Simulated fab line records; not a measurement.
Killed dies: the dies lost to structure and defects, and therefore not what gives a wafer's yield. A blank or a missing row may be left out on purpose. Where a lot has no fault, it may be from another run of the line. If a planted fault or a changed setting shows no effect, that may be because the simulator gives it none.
Matching of chambers :: flow gf180mcu :: GF_V3_ETCH_16 on rieDiel-03 has 4 sister chambers
The step etches BARC in N2/H2. 20 wafers are shown with their chamber, then 10 later ones without.

## WAFERS PAIRED WITH THEIR CHAMBERS
wafer: L074.2
chamber: 3
drypumpMotorCurrentA (A): 5.9
rfFwdPowerW (W): 494.6
throttleValvePct (%): 13.232

wafer: L074.3
chamber: 0
drypumpMotorCurrentA (A): 5.9
rfFwdPowerW (W): 500.4
throttleValvePct (%): 13.235

wafer: L074.5
chamber: 1
drypumpMotorCurrentA (A): 6.6
rfFwdPowerW (W): 494.1
throttleValvePct (%): 13.239

wafer: L076.1
chamber: 3
drypumpMotorCurrentA (A): 5.9
rfFwdPowerW (W): 495.1
throttleValvePct (%): 13.218

wafer: L076.4
chamber: 2
drypumpMotorCurrentA (A): 6.4
rfFwdPowerW (W): 493.9
throttleValvePct (%): 13.217

wafer: L076.5
chamber: 2
drypumpMotorCurrentA (A): 6.4
rfFwdPowerW (W): 494.8
throttleValvePct (%): 13.217

wafer: L081.1
chamber: 0
drypumpMotorCurrentA (A): 5.9
rfFwdPowerW (W): 494.6
throttleValvePct (%): 13.233

wafer: L081.3
chamber: 1
drypumpMotorCurrentA (A): 6.5
rfFwdPowerW (W): 494.8
throttleValvePct (%): 13.223

wafer: L081.5
chamber: 1
drypumpMotorCurrentA (A): 6.5
rfFwdPowerW (W): 493.3
throttleValvePct (%): 13.232

wafer: L082.1
chamber: 1
drypumpMotorCurrentA (A): 6.5
rfFwdPowerW (W): 495.7
throttleValvePct (%): 13.229

wafer: L082.2
chamber: 2
drypumpMotorCurrentA (A): 6.5
rfFwdPowerW (W): 492.5
throttleValvePct (%): 13.231

wafer: L082.3
chamber: 3
drypumpMotorCurrentA (A): 5.9
rfFwdPowerW (W): 497.9
throttleValvePct (%): 13.235

wafer: L086.1
chamber: 1
drypumpMotorCurrentA (A): 6.5
rfFwdPowerW (W): 496.1
throttleValvePct (%): 13.228

wafer: L086.3
chamber: 3
drypumpMotorCurrentA (A): 5.9
rfFwdPowerW (W): 494.4
throttleValvePct (%): 13.235

wafer: L086.5
chamber: 3
drypumpMotorCurrentA (A): 5.9
rfFwdPowerW (W): 495.0
throttleValvePct (%): 13.222

wafer: L088.3
chamber: 1
drypumpMotorCurrentA (A): 6.6
rfFwdPowerW (W): 493.9
throttleValvePct (%): 13.224

wafer: L088.4
chamber: 0
drypumpMotorCurrentA (A): 5.9
rfFwdPowerW (W): 495.7
throttleValvePct (%): 13.201

wafer: L088.6
chamber: 0
drypumpMotorCurrentA (A): 5.9
rfFwdPowerW (W): 494.7
throttleValvePct (%): 13.220

wafer: L090.1
chamber: 1
drypumpMotorCurrentA (A): 6.6
rfFwdPowerW (W): 497.8
throttleValvePct (%): 13.229

wafer: L090.2
chamber: 0
drypumpMotorCurrentA (A): 5.9
rfFwdPowerW (W): 498.8
throttleValvePct (%): 13.227

SIGNATURES (means of the wafers above)
reading: drypumpMotorCurrentA
chamber 0: 5.900
chamber 1: 6.543
chamber 2: 6.433
chamber 3: 5.900
scatter within a chamber: 0.0386

reading: rfFwdPowerW
chamber 0: 496.840
chamber 1: 495.100
chamber 2: 493.733
chamber 3: 495.400
scatter within a chamber: 1.81

reading: throttleValvePct
chamber 0: 13.22320
chamber 1: 13.22914
chamber 2: 13.22167
chamber 3: 13.22840
scatter within a chamber: 0.00903
Rule: distance of a wafer from a chamber = root of the sum over the readings of ((wafer's reading minus chamber's mean) / reading's scatter) squared. The wafer belongs to the nearest chamber; if the next one is less than 2 further off, it can't be placed. The scatter: take each reading less its chamber's mean, square it, sum over the shown wafers, divide by the number of wafers less the number of chambers, and take the root.

## WAFERS WHOSE CHAMBER IS MISSING
wafer: L090.3
drypumpMotorCurrentA (A): 6.4
rfFwdPowerW (W): 492.6
throttleValvePct (%): 13.212

wafer: L092.3
drypumpMotorCurrentA (A): 5.9
rfFwdPowerW (W): 497.7
throttleValvePct (%): 13.240

wafer: L092.4
drypumpMotorCurrentA (A): 5.9
rfFwdPowerW (W): 497.5
throttleValvePct (%): 13.226

wafer: L092.6
drypumpMotorCurrentA (A): 5.9
rfFwdPowerW (W): 499.2
throttleValvePct (%): 13.223

wafer: L093.1
drypumpMotorCurrentA (A): 5.9
rfFwdPowerW (W): 499.1
throttleValvePct (%): 13.215

wafer: L093.4
drypumpMotorCurrentA (A): 6.6
rfFwdPowerW (W): 496.2
throttleValvePct (%): 13.243

wafer: L093.5
drypumpMotorCurrentA (A): 6.6
rfFwdPowerW (W): 497.6
throttleValvePct (%): 13.226

wafer: L095.3
drypumpMotorCurrentA (A): 5.9
rfFwdPowerW (W): 494.3
throttleValvePct (%): 13.213

wafer: L095.5
drypumpMotorCurrentA (A): 5.9
rfFwdPowerW (W): 492.8
throttleValvePct (%): 13.225

wafer: L095.6
drypumpMotorCurrentA (A): 5.9
rfFwdPowerW (W): 497.9
throttleValvePct (%): 13.216

## CHAMBER TAKEN BY EACH
wafer: L090.3
from the rows above: 2
in truth: 2

wafer: L092.3
from the rows above: can't be placed: 3 or 0
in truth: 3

wafer: L092.4
from the rows above: can't be placed: 0 or 3
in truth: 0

wafer: L092.6
from the rows above: can't be placed: 0 or 3
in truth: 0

wafer: L093.1
from the rows above: can't be placed: 0 or 3
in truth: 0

wafer: L093.4
from the rows above: 1
in truth: 1

wafer: L093.5
from the rows above: 1
in truth: 1

wafer: L095.3
from the rows above: can't be placed: 0 or 3
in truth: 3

wafer: L095.5
from the rows above: can't be placed: 3 or 0
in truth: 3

wafer: L095.6
from the rows above: can't be placed: 0 or 3
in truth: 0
Correct placement for 3 of the 10. Can't be placed from these rows: 7 (the true chamber is among the candidates in 7). Wrongly placed: 0.
